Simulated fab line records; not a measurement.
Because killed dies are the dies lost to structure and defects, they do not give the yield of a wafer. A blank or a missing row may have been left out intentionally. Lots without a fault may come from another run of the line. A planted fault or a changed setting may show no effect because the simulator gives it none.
fab line records	flow sky130
record lots=13	wafers=39	lastDay=50
route steps=708 shown FIELD_ISO@14 NWELL@63 VT_ADJUST_LVTN@103 PAD_OPEN@708
lots untouched by any fault: they come from a run of this same line in which no faults occurred
startH: hours from the record's opening day to when the first of the lot's shown wafers began	waitH: hours from the lot's prior step to this one	" repeats the value in the row above	L1.1+2: several wafers, shown together as one row	- no value, or no start was given	* or withheld: withheld	< > ~ a bound
route shown NAME@n: a module of which the file shows steps, and the number in the route of the first	usual: the fault-free wafers' mean and standard deviation	same: alike in all rows	chamber/n: place in a boat	sites: readings site by site	_std_site: standard deviation across them	_edge_site: the outer-site mean with the inner-site mean subtracted	radiusMm: how far each site lies from the wafer's centre	mask NAME#n: copy n	behind: the last tool/chamber to shape the wafer	hold: the reason the lot was held/the length of the hold in hours/how it ended	device: whichever transistor did not switch (one of n, p or np)	end of line: the tests these same wafers got at the end of their route	a step without rows: its recipe alone	killed: dies that structure and defects cost at the first sort, which is not the same as the wafer's yield	map: dies across one wafer; x = killed, . = not, _ = none there
set.NAME: the setting that was run; set.NAME@STEP: the one run at that earlier step	model.NAME: the simulator's own value behind a step, which no gauge read
steps of the route over a sample of lots; a table a step, a row a wafer
services: from which hour (startH, from the record's first day; less than 0 if before it) a tool's chamber was out of use, for how many hours, and why
## steps
# step SKY_FIELD_ISO_CD_MEAS_13
# recipe targetCdNm=150
# usual cdNm=150.5/1.5
lot.wafer	tool	chamber	startH	waitH	cdNm
L980.2	cdSem-01	-	29.04	-	150.0
L980.3	"	-	"	"	149.7
L980.5	"	-	"	"	150.9
L981.1	cdSem-02	-	32.42	-	151.3
L981.5	"	-	"	"	149.7
L981.6	"	-	"	"	149.3
L982.1	cdSem-01	-	38.04	-	151.7
L982.2	"	-	"	"	152.6
L982.4	"	-	"	"	152.1
L983.2	cdSem-01	-	46.10	-	150.9
L983.4	"	-	"	"	149.6
L983.5	"	-	"	"	150.7
L984.1	cdSem-02	-	49.39	-	148.8
L984.2	"	-	"	"	148.8
L984.5	"	-	"	"	149.5
L985.1	cdSem-01	-	56.04	-	151.8
L985.4	"	-	"	"	150.9
L985.6	"	-	"	"	152.0
L986.1	cdSem-01	-	66.29	-	149.8
L986.4	"	-	"	"	150.5
L986.6	"	-	"	"	149.7
L987.2	cdSem-02	-	69.39	-	149.2
L987.4	"	-	"	"	149.9
L987.5	"	-	"	"	150.0
L988.2	cdSem-01	-	70.99	-	151.3
L988.5	"	-	"	"	151.3
L988.6	"	-	"	"	151.9
L990.1	cdSem-02	-	81.17	-	150.7
L990.3	"	-	"	"	151.4
L990.4	"	-	"	"	151.9
L991.3	cdSem-02	-	86.48	-	150.4
L991.5	"	-	"	"	152.3
L991.6	"	-	"	"	152.1
L101.1	cdSem-02	-	140.54	-	152.8
L101.4	"	-	"	"	152.7
L101.6	"	-	"	"	154.5
L103.2	cdSem-01	-	150.44	-	147.8
L103.3	"	-	"	"	149.7
L103.4	"	-	"	"	149.1
# step SKY_NWELL_OVL_MEAS_10
# usual NWELL_00_OVL=0.5/1.4
lot.wafer	tool	chamber	startH	waitH	NWELL_00_OVL[nm]
L980.2	overlay-02	-	84.24	-	2.2
L980.3	"	-	"	"	1.8
L980.5	"	-	"	"	0.3
L981.1	overlay-02	-	96.43	-	1.5
L981.5	"	-	"	"	1.2
L981.6	"	-	"	"	1.4
L982.1	overlay-01	-	102.21	-	-1.3
L982.2	"	-	"	"	0.8
L982.4	"	-	"	"	-0.6
L983.2	overlay-02	-	107.64	-	-0.8
L983.4	"	-	"	"	0.1
L983.5	"	-	"	"	1.0
L984.1	overlay-01	-	108.23	-	-1.7
L984.2	"	-	"	"	-1.4
L984.5	"	-	"	"	0.1
L985.1	overlay-01	-	112.13	-	-1.1
L985.4	"	-	"	"	-1.6
L985.6	"	-	"	"	-1.0
L986.1	overlay-02	-	124.58	-	-3.5
L986.4	"	-	"	"	-4.8
L986.6	"	-	"	"	-1.6
L987.2	overlay-01	-	129.39	-	-0.3
L987.4	"	-	"	"	1.2
L987.5	"	-	"	"	0.7
L988.2	overlay-02	-	130.54	-	-0.3
L988.5	"	-	"	"	-0.2
L988.6	"	-	"	"	1.1
L990.1	overlay-02	-	145.84	-	0.1
L990.3	"	-	"	"	0.6
L990.4	"	-	"	"	0.9
L991.3	overlay-01	-	157.60	-	-0.4
L991.5	"	-	"	"	1.7
L991.6	"	-	"	"	1.4
L101.1	overlay-02	-	207.24	-	-0.9
L101.4	"	-	"	"	2.3
L101.6	"	-	"	"	-0.8
L103.2	overlay-01	-	224.59	-	0.3
L103.3	"	-	"	"	0.5
L103.4	"	-	"	"	-0.1
# step SKY_NWELL_STRIP_25
# recipe chemistry=O2/N2	powerW=1400	pressureMtorr=1500	platenTempC=withheld	o2FlowSccm=3000	n2FlowSccm=300	overashFraction=0.5
# usual drypumpMotorCurrentA=5.7/0.46	oesProductAu=0.723/0.0045	stripTimeToEndpointS=36.91/0.1
lot.wafer	tool	chamber	startH	waitH	drypumpMotorCurrentA	oesProductAu	rfHoursCounterH	stripTimeToEndpointS
L980.2	plasmaAsher-04	1	102.12	0.1	5.1	0.720	45	37.02
L980.3	"	0	"	"	5.8	0.726	-	36.87
L980.5	"	1	"	"	5.1	0.716	-	37.02
L981.1	plasmaAsher-03	0	115.57	0.1	6.5	0.723	34	36.98
L981.5	"	1	"	"	5.6	0.715	-	36.95
L981.6	"	0	"	"	6.5	0.726	-	36.88
L982.1	plasmaAsher-04	0	120.62	0.1	5.8	0.717	47	36.95
L982.2	"	1	"	"	5.1	0.721	47	36.89
L982.4	"	0	"	"	5.8	0.722	-	37.05
L983.2	plasmaAsher-02	0	125.46	0.1	5.9	0.718	1	37.01
L983.4	"	1	"	"	5.3	0.730	-	36.86
L983.5	"	1	"	"	5.3	0.716	-	36.91
L984.1	plasmaAsher-03	1	125.77	0.1	5.6	0.721	35	36.90
L984.2	"	0	"	"	6.5	0.715	35	36.88
L984.5	"	1	"	"	5.5	0.733	-	36.84
L985.1	plasmaAsher-03	1	128.66	0.1	5.6	0.717	36	36.78
L985.4	"	0	"	"	6.5	0.726	-	36.77
L985.6	"	1	"	"	5.6	0.722	-	36.73
L986.1	plasmaAsher-03	1	144.21	0.1	5.6	0.722	37	36.89
L986.4	"	1	"	"	5.6	0.729	-	36.84
L986.6	"	1	"	"	5.6	0.727	-	36.90
L987.2	plasmaAsher-03	1	150.67	0.1	5.6	0.724	38	36.98
L987.4	"	1	"	"	5.6	0.722	-	37.11
L987.5	"	1	"	"	5.6	0.720	-	37.05
L988.2	plasmaAsher-03	0	151.16	0.1	6.5	0.719	38	36.83
L988.5	"	0	"	"	6.5	0.717	-	36.82
L988.6	"	1	"	"	5.6	0.720	-	36.73
L990.1	plasmaAsher-03	0	164.97	0.1	6.5	0.718	39	36.98
L990.3	"	1	"	"	5.6	0.729	-	36.93
L990.4	"	0	"	"	6.5	0.725	-	37.02
L991.3	plasmaAsher-02	1	177.53	0.1	5.3	0.726	-	36.88
L991.5	"	1	"	"	5.3	0.729	-	36.69
L991.6	"	0	"	"	5.9	0.723	-	36.81
L101.1	plasmaAsher-02	0	230.17	0.1	5.9	0.727	11	36.77
L101.4	"	0	"	"	5.9	0.721	-	37.00
L101.6	"	1	"	"	5.3	0.727	-	36.92
L103.2	plasmaAsher-04	1	248.04	0.1	5.1	0.717	59	37.02
L103.3	"	1	"	"	5.1	0.720	-	37.05
L103.4	"	0	"	"	5.8	0.723	-	37.00
# step SKY_VT_ADJUST_LVTN_DEVELOP_06
# recipe wallAngleDeg=90	developer=TMAH	developTimeS=60	devTempC=23
lot.wafer	tool	chamber	startH	waitH
L980.2+3+5	lithoTrack-01	0	138	-
L981.1+5+6	lithoTrack-04	0	158	-
L982.1+2+4	lithoTrack-02	0	159	-
L983.2+4+5	lithoTrack-04	0	163	-
L984.1+2+5	lithoTrack-01	0	163	-
L985.1+4+6	lithoTrack-04	0	168	-
L986.1+4+6	lithoTrack-02	0	183	-
L987.2+4+5	lithoTrack-02	0	191	-
L988.2+5+6	lithoTrack-04	0	192	-
L990.1+3+4	lithoTrack-04	0	208	-
L991.3+5+6	lithoTrack-04	0	221	-
L101.1+4+6	lithoTrack-01	0	278	-
L103.2+3+4	lithoTrack-01	0	297	-
# step SKY_VT_ADJUST_LVTN_OVL_MEAS_07
# usual VT_ADJUST_LVTN_OVL=0.7/1.3
lot.wafer	tool	chamber	startH	waitH	VT_ADJUST_LVTN_OVL[nm]
L980.2	overlay-02	-	138.34	-	1.9
L980.3	"	-	"	"	0.4
L980.5	"	-	"	"	3.1
L981.1	overlay-02	-	158.92	-	-0.2
L981.5	"	-	"	"	-2.1
L981.6	"	-	"	"	-0.7
L982.1	overlay-01	-	159.46	-	1.7
L982.2	"	-	"	"	-2.2
L982.4	"	-	"	"	1.4
L983.2	overlay-02	-	163.58	-	1.4
L983.4	"	-	"	"	1.3
L983.5	"	-	"	"	1.5
L984.1	overlay-02	-	164.14	-	1.7
L984.2	"	-	"	"	-1.4
L984.5	"	-	"	"	0.5
L985.1	overlay-01	-	168.77	-	2.1
L985.4	"	-	"	"	-0.6
L985.6	"	-	"	"	3.0
L986.1	overlay-02	-	184.11	-	-0.6
L986.4	"	-	"	"	0.1
L986.6	"	-	"	"	-2.0
L987.2	overlay-02	-	192.01	-	0.0
L987.4	"	-	"	"	1.4
L987.5	"	-	"	"	1.8
L988.2	overlay-01	-	192.63	-	1.5
L988.5	"	-	"	"	1.8
L988.6	"	-	"	"	0.3
L990.1	overlay-02	-	208.17	-	1.2
L990.3	"	-	"	"	0.1
L990.4	"	-	"	"	1.7
L991.3	overlay-02	-	221.39	-	1.3
L991.5	"	-	"	"	2.3
L991.6	"	-	"	"	1.7
L101.1	overlay-02	-	278.44	-	-
L101.4	"	-	"	"	-
L101.6	"	-	"	"	-
L103.2	overlay-02	-	297.34	-	-
L103.3	"	-	"	"	-
L103.4	"	-	"	"	-
# step SKY_PAD_OPEN_PROBE_99
# usual killed_at_M0_to_M3=44/7.3	killed_at_M4_up=3.5/1.8	killedAtContacts=24/5.8	killedAtFrontEnd=16/4.3	killedAtOther=0.5/0.68	killedDies=88/9.4	killedOnRim=17/3.7	killedOpen=48/6.8	killedShort=40/6.1
# same grossDies=492	killedAtBackSide=0
lot.wafer	tool	chamber	startH	waitH	killed_at_M0_to_M3	killed_at_M4_up	killedAtContacts	killedAtFrontEnd	killedAtOther	killedDies	killedOnRim	killedOpen	killedShort
L981.1	prober-02	-	1093.83	0.1	42	5	22	17	0	86	17	44	38
L981.5	prober-02	-	1094.03	0.2	55	4	28	16	2	105	26	59	44
L981.6	prober-02	-	1094.08	0.2	50	3	20	20	0	93	20	48	42
L984.1	prober-02	-	1096.83	0.1	46	4	24	14	0	88	21	49	38
L984.2	prober-02	-	1096.88	0.1	45	2	24	16	1	88	16	44	44
L984.5	prober-02	-	1097.03	0.2	33	2	32	13	1	81	18	45	34
L986.1	prober-02	-	1114.34	0.1	42	4	28	12	0	86	17	46	39
L986.4	prober-02	-	1114.49	0.2	48	1	26	13	1	89	22	48	41
L986.6	prober-02	-	1114.59	0.2	49	0	19	12	0	80	16	36	44
L991.3	prober-01	-	1146.56	0.2	50	8	16	18	0	92	18	56	35
L991.5	prober-01	-	1146.66	0.2	48	2	16	15	1	82	18	45	35
L991.6	prober-01	-	1146.71	0.2	57	2	18	17	2	96	14	50	44
L101.1	prober-02	-	1187.72	0.1	57	5	26	404	0	492	96	65	36
L101.4	prober-02	-	1187.87	0.2	47	4	24	417	0	492	96	56	41
L101.6	prober-02	-	1187.97	0.2	37	3	20	432	0	492	96	47	27
L103.2	prober-01	-	1198.47	0.1	34	4	30	424	0	492	96	50	34
L103.3	prober-01	-	1198.52	0.2	38	3	29	422	0	492	96	41	39
L103.4	prober-01	-	1198.57	0.2	40	3	24	425	0	492	96	42	38
# killed by level:class
L981.1 CONTACT:geometricParticle:open=10 VIA1:geometricParticle:open=9 VIA3:geometricParticle:open=7 CONTACT:geometricParticle:short=6 POLY_GATE:geometricParticle:open=6 METAL1:geometricParticle:short=5 VIA2:geometricParticle:short=5 VIA2:geometricParticle:open=4
L981.5 VIA1:geometricParticle:open=17 CONTACT:geometricParticle:open=15 VIA1:geometricParticle:short=9 VIA3:geometricParticle:open=8 METAL1:geometricParticle:short=6 FIELD_ISO:geometricParticle:short=5 POLY_GATE:geometricParticle:short=4 LOCAL_INTERCONNECT:geometricParticle:short=4
L981.6 VIA1:geometricParticle:open=18 POLY_GATE:geometricParticle:short=7 VIA2:geometricParticle:open=7 FIELD_ISO:geometricParticle:short=6 CONTACT:geometricParticle:short=6 CONTACT:geometricParticle:open=6 VIA1:geometricParticle:short=5 METAL2:geometricParticle:short=5
L984.1 CONTACT:geometricParticle:open=9 VIA3:geometricParticle:open=9 METAL1:geometricParticle:short=8 VIA1:geometricParticle:open=8 LI_CONTACT:geometricParticle:open=7 VIA2:geometricParticle:open=7 FIELD_ISO:geometricParticle:open=5 POLY_GATE:geometricParticle:short=4
L984.2 VIA1:geometricParticle:open=8 CONTACT:geometricParticle:short=7 METAL2:geometricParticle:short=7 CONTACT:geometricParticle:open=6 LI_CONTACT:geometricParticle:open=6 FIELD_ISO:geometricParticle:open=5 FIELD_ISO:geometricParticle:short=5 VIA2:geometricParticle:open=5
L984.5 CONTACT:geometricParticle:open=13 VIA1:geometricParticle:open=6 VIA3:geometricParticle:open=6 LI_CONTACT:geometricParticle:short=5 LI_CONTACT:geometricParticle:open=5 METAL2:geometricParticle:short=5 FIELD_ISO:geometricParticle:open=4 LOCAL_INTERCONNECT:geometricParticle:short=4
L986.1 LI_CONTACT:geometricParticle:open=10 VIA2:geometricParticle:open=8 CONTACT:geometricParticle:open=7 VIA3:geometricParticle:open=6 LOCAL_INTERCONNECT:geometricParticle:short=5 VIA1:geometricParticle:open=5 VIA2:geometricParticle:short=5 POLY_GATE:geometricParticle:open=4
L986.4 VIA1:geometricParticle:open=11 VIA2:geometricParticle:open=10 CONTACT:geometricParticle:open=9 METAL2:geometricParticle:short=7 LI_CONTACT:geometricParticle:open=6 CONTACT:geometricParticle:short=5 POLY_GATE:geometricParticle:short=4 METAL1:geometricParticle:short=4
L986.6 METAL1:geometricParticle:short=9 VIA1:geometricParticle:open=8 LI_CONTACT:geometricParticle:open=7 VIA1:geometricParticle:short=6 VIA3:geometricParticle:open=6 POLY_GATE:geometricParticle:short=5 METAL2:geometricParticle:short=5 CONTACT:geometricParticle:open=4
L991.3 VIA2:geometricParticle:open=10 VIA1:geometricParticle:open=9 CONTACT:geometricParticle:open=8 VIA3:geometricParticle:open=7 VIA1:geometricParticle:short=6 FIELD_ISO:geometricParticle:open=5 POLY_GATE:geometricParticle:short=4 METAL4:geometricParticle:short=4
L991.5 METAL1:geometricParticle:short=14 VIA3:geometricParticle:open=8 VIA2:geometricParticle:open=7 CONTACT:geometricParticle:open=6 FIELD_ISO:geometricParticle:open=5 VIA1:geometricParticle:short=5 CONTACT:geometricParticle:short=4 METAL1:geometricParticle:open=4
L991.6 VIA1:geometricParticle:open=15 METAL1:geometricParticle:short=8 CONTACT:geometricParticle:open=7 VIA2:geometricParticle:open=7 VIA1:geometricParticle:short=6 LI_CONTACT:geometricParticle:open=6 METAL2:geometricParticle:short=6 VIA3:geometricParticle:short=6
L101.1 VT_ADJUST_LVTN:areaDevelop=391 CONTACT:geometricParticle:open=11 VIA1:geometricParticle:open=11 VIA1:geometricParticle:short=10 VIA3:geometricParticle:open=10 LI_CONTACT:geometricParticle:open=8 VIA2:geometricParticle:open=8 POLY_GATE:geometricParticle:open=6
L101.4 VT_ADJUST_LVTN:areaDevelop=395 VIA1:geometricParticle:open=10 FIELD_ISO:geometricParticle:open=8 CONTACT:geometricParticle:open=8 VIA2:geometricParticle:open=8 LI_CONTACT:geometricParticle:open=6 METAL2:geometricParticle:short=6 VIA3:geometricParticle:open=6
L101.6 VT_ADJUST_LVTN:areaDevelop=418 CONTACT:geometricParticle:open=10 VIA1:geometricParticle:open=10 LI_CONTACT:geometricParticle:open=6 FIELD_ISO:geometricParticle:short=5 METAL3:geometricParticle:short=4 METAL1:geometricParticle:short=4 VIA1:geometricParticle:short=4
L103.2 VT_ADJUST_LVTN:areaDevelop=408 CONTACT:geometricParticle:open=11 VIA1:geometricParticle:open=9 LI_CONTACT:geometricParticle:open=8 FIELD_ISO:geometricParticle:short=7 VIA3:geometricParticle:open=7 POLY_GATE:geometricParticle:short=4 LI_CONTACT:geometricParticle:short=4
L103.3 VT_ADJUST_LVTN:areaDevelop=412 CONTACT:geometricParticle:open=10 LI_CONTACT:geometricParticle:open=7 CONTACT:geometricParticle:short=6 VIA2:geometricParticle:short=6 VIA1:geometricParticle:open=5 VIA1:geometricParticle:short=5 VIA3:geometricParticle:open=5
L103.4 VT_ADJUST_LVTN:areaDevelop=412 VIA1:geometricParticle:open=11 LI_CONTACT:geometricParticle:open=7 CONTACT:geometricParticle:open=7 VIA1:geometricParticle:short=7 VIA2:geometricParticle:open=6 CONTACT:geometricParticle:short=5 METAL2:geometricParticle:short=5
## services
tool	chamber	startH	hours	kind
plasmaAsher-02	-	108.75	9.0	pm
plasmaAsher-02	0	108.75	9.0	ventCycle
plasmaAsher-02	1	108.75	9.0	ventCycle
plasmaAsher-02	0	117.75	-	clean
plasmaAsher-02	1	117.75	-	clean
plasmaAsher-02	-	136.46	2.8	pm
lithoTrack-04	-	141.32	-	consumableReplace:filter
lithoTrack-04	-	149.40	-	consumableReplace:filter
plasmaAsher-03	-	159.93	0.4	repair
plasmaAsher-02	-	193.85	0.6	repair
plasmaAsher-04	-	292.24	2.8	repair
## key
firstSign step=SKY_VT_ADJUST_LVTN_OVL_MEAS_07	reading=VT_ADJUST_LVTN_OVL	direction=missing
effect step=SKY_PAD_OPEN_PROBE_99	reading=killedAtFrontEnd	direction=up	sigmas=94	usual=16	struck=421
moreKillsBornAt SKY_VT_ADJUST_LVTN_DEVELOP_06@lithoTrack-01=2436
metAt SKY_VT_ADJUST_LVTN_DEVELOP_06
struckLots L101,L103
testerLeftOut L101,L103
notActingAt SKY_FIELD_ISO_CD_MEAS_13,SKY_NWELL_OVL_MEAS_10,SKY_NWELL_STRIP_25
onsetBetween 163 278
alsoFits time
fault kind=processParameterDrift	tool=lithoTrack-01	chamber=-	onsetH=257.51	steps=SKY_VT_ADJUST_LVTN_DEVELOP_06	channel=developTimeS	offset=*	shape=step	endH=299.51	actsIn=*	stated=*
# testerLeftOut: of these lots the tester's yield and bins aren't shown, on N5 and GAA mostly nor the transistor test; their killed dies are dies lost to structure and defects alone, not to doping, threshold or leakage, so they don't give the yield
